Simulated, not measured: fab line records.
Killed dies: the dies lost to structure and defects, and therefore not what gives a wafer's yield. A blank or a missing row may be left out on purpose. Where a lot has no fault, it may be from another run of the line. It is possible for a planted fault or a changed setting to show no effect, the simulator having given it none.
Struck lot and sound lot, side by side -- flow sky130 -- 36 steps out of a route of 708
Sound: the wafers L533.1, L533.3, L533.5. Wafers L542.1, L542.3, L542.4 were the ones struck. The cause is given at the end.
At each step with rows: each side's tool, then ch and its chambers, then its first start. Under that, the readings that differ: sound wafers -- struck wafers -- difference of the means -- sigmas: that difference in standard deviations of wafers without a fault.
alike: a reading whose means differ by less than 2 such deviations, as well as words and numbers matching on both sides. not compared: withheld readings; readings where some wafer has no value; bounds like >300 that might hide an equal value; numbers whose values overlap and for which the record gives no deviation.
The two part at a step that has a row with sigmas, a row that says differs or no value, or rows on one side only. Numbers that don't overlap but have no deviation are shown without sigmas and don't part them. A reading that every wafer of one side lacks parts them only if that side has two wafers or more.

first, 10 steps without rows for these wafers: SKY_DNWELL_DEVELOP_06 (develop time 60 s); SKY_DNWELL_IMPLANT_07; SKY_DNWELL_STRIP_08 (strips in O2/N2); SKY_PWDE_DEHYDRATE_00 (time 60 s); SKY_PWDE_HMDS_01 (prime time 60 s); SKY_PWDE_COAT_02 (resist thk 3000 nm); SKY_PWDE_SOFTBAKE_03; SKY_PWDE_EXPOSE_04 (exposes mask PWDEM, target cd 840 nm); SKY_PWDE_PEB_05; SKY_PWDE_DEVELOP_06 (develop time 60 s).
SKY_PWDE_IMPLANT_08:
  sound on implanter-01 ch 0, day 7 01:47; struck on implanter-02 ch 0, day 9 06:01
reading,sound,struck,difference,sigmas
beam_on_s (s),9.93 10.12 10.01,11.44 11.00 10.85,+1.08,+6
end_station_pressure_torr (Torr),5.16e-06 4.59e-06 5.01e-06,7.698e-05 7.281e-05 8.428e-05,+7.310e-05,+99 or more
faraday_current_uA,20.5 20.0 20.3,17.4 18.0 18.3,-2.4,-6
  alike: dose_ions_cm2
then, 1 step without rows for these wafers: SKY_PWDE_STRIP_09 (strips in O2/N2).
SKY_PWDE_TW_MEAS_10:
  sound on film_metro-04 at day 7 02:02; struck on film_metro-01 at day 9 06:29
reading,sound,struck,difference,sigmas
PWDE_TW,375.1 375.2 374.6,386.5 387.5 385.7,+11.6,+6
  not compared: hold
then, 21 steps without rows for these wafers: SKY_NWELL_HMDS_04 (prime time 60 s); SKY_NWELL_COAT_05 (resist thk 3000 nm); SKY_NWELL_SOFTBAKE_06; SKY_NWELL_EXPOSE_07 (exposes mask NWM, target cd 840 nm); SKY_NWELL_PEB_08; SKY_NWELL_DEVELOP_09 (develop time 62.75 s); SKY_NWELL_IMPLANT_11; SKY_NWELL_IMPLANT_12; SKY_NWELL_IMPLANT_13; SKY_NWELL_STRIP_14 (strips in O2/N2); SKY_NWELL_DEHYDRATE_16 (time 60 s); SKY_NWELL_HMDS_17 (prime time 60 s); SKY_NWELL_COAT_18 (resist thk 3000 nm); SKY_NWELL_SOFTBAKE_19; SKY_NWELL_EXPOSE_20 (exposes mask NWM COMPLEMENT, target cd 840 nm); SKY_NWELL_PEB_21; SKY_NWELL_DEVELOP_22 (develop time 60 s); SKY_NWELL_IMPLANT_24; SKY_NWELL_STRIP_25 (strips in O2/N2); SKY_NWELL_CLEAN_27 (cleans in SC1/SC2, time 150 s); SKY_NWELL_RTA_28 (time 30 s).
SKY_NWELL_RS_MEAS_31: the measuring method here is four-point-probe.
  sound on film_metro-04 at day 8 20:08; struck on film_metro-01 at day 11 05:31
reading,sound,struck,difference,sigmas
PWDE_RS (ohm/sq),5281 5265 5266,4812 4797 4818,-462,-31
  not compared: hold
-- the record jumps here: 40 days lie between the struck wafers' starts before and after (it left off in module NWELL and takes up again in module PAD_OPEN, whose first step shown is number 708 of the route) --
SKY_PAD_OPEN_PROBE_99:
  sound on prober-02 at day 49 21:56; struck on prober-02 at day 51 15:01
reading,sound,struck,difference,sigmas
model.etest.res_p_drift_20v.rs_ohm_sq,9447 1.029e+04 9774,8420 8466 8504,-1374,
model.etest.res_pwde_under_gate.rs_ohm_sq,6230 6244 6254,5496 5444 5541,-749,
  alike: killed_at_M0_to_M3, killed_at_M4_up, killed_at_contacts, killed_at_front_end, killed_at_other, killed_dies, killed_open, killed_short

== WHERE THEY PART ==
Earliest at SKY_PWDE_IMPLANT_08; latest, in this record, at SKY_NWELL_RS_MEAS_31. Later steps at which nothing parts them and some readings are alike: SKY_PAD_OPEN_PROBE_99.

WHY: the cause the simulator had injected
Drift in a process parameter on implanter-02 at SKY_PWDE_IMPLANT_08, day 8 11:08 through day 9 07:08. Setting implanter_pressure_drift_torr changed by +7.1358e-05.
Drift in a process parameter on implanter-02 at SKY_PWDE_IMPLANT_08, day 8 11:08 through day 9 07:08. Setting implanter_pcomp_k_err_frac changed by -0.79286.
